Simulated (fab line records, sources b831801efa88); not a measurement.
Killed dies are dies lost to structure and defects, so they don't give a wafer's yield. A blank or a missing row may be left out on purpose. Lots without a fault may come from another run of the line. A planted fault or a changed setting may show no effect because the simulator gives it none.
Chamber matching | flow sky130 | SKY_VIA1_CMP_24 on cmp-02: 4 sister chambers
The step polishes, stops on SiO2, t overpolish 15 s, target thk 0 nm. 18 wafers are shown with their chamber, then 9 later ones without.

WAFERS WITH THEIR CHAMBER
wafer  | chamber | motor_current_A (A) | time_to_endpoint_s (s) | slurry_filter_dp_kPa (kPa)
L075.1 | 3       | 10.8                | 71.9                   | 13.41
L075.2 | 2       | 12.1                | 68.1                   | 13.40
L075.6 | 2       | 12.4                | 66.4                   | 13.36
L076.4 | 0       | 10.4                | 65.5                   | 13.41
L076.5 | 1       | 11.6                | 65.2                   | 13.51
L076.6 | 0       | 10.8                | 63.4                   | 13.49
L079.1 | 2       | 12.5                | 64.6                   | 13.31
L079.4 | 1       | 12.2                | 66.9                   | 13.59
L079.6 | 1       | 11.5                | 67.2                   | 13.59
L081.2 | 1       | 12.1                | 65.9                   | 13.53
L081.4 | 0       | 10.6                | 66.7                   | 13.46
L081.6 | 2       | 11.8                | 64.7                   | 13.64
L084.4 | 2       | 11.7                | 63.0                   | 13.41
L084.5 | 2       | 12.2                | 64.5                   | 13.62
L084.6 | 1       | 11.6                | 64.3                   | 13.47
L085.2 | 2       | 11.8                | 67.5                   | 13.44
L085.4 | 0       | 10.5                | 66.0                   | 13.49
L085.6 | 0       | 10.3                | 66.9                   | 13.52

SIGNATURES (means of the wafers above)
reading              | chamber 0 | chamber 1 | chamber 2 | chamber 3 | scatter within a chamber
motor_current_A      | 10.520    | 11.800    | 12.071    | 10.800    | 0.288
time_to_endpoint_s   | 65.700    | 65.900    | 65.543    | 71.900    | 1.56
slurry_filter_dp_kPa | 13.4740   | 13.5380   | 13.4543   | 13.4100   | 0.0905
Rule: a wafer's distance from a chamber is the root of the sum, over the readings, of the square of ((its reading less the chamber's mean) divided by the reading's scatter). The wafer belongs to the nearest chamber; if the next one is less than 2 further off, it can't be placed. The scatter: the root of (the sum of the squares of (reading less its chamber's mean) over the shown wafers, divided by (wafers less chambers)).

WAFERS WITHOUT THEIR CHAMBER
wafer  | motor_current_A (A) | time_to_endpoint_s (s) | slurry_filter_dp_kPa (kPa)
L090.2 | 11.4                | 65.2                   | 13.42
L090.4 | 10.5                | 62.2                   | 13.30
L090.5 | 11.4                | 66.5                   | 13.61
L091.2 | 11.7                | 68.1                   | 13.57
L091.3 | 12.8                | 65.7                   | 13.35
L091.5 | 12.1                | 66.9                   | 13.55
L096.1 | 12.3                | 64.5                   | 13.77
L096.2 | 11.0                | 60.1                   | 13.69
L096.3 | 11.2                | 62.9                   | 13.65

WHICH CHAMBER EACH WENT THROUGH
wafer  | from the rows above          | in truth
L090.2 | can't be placed: 1 or 2 or 0 | 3
L090.4 | 0                            | 0
L090.5 | can't be placed: 1 or 2 or 0 | 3
L091.2 | can't be placed: 1 or 2      | 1
L091.3 | can't be placed: 2 or 1      | 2
L091.5 | can't be placed: 1 or 2      | 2
L096.1 | can't be placed: 1 or 2      | 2
L096.2 | can't be placed: 0 or 1 or 2 | 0
L096.3 | can't be placed: 1 or 0 or 2 | 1
Placed correctly: 1 of 9. Can't be placed from these rows: 8 (the true chamber is among the candidates in 6). Placed wrongly: 0.
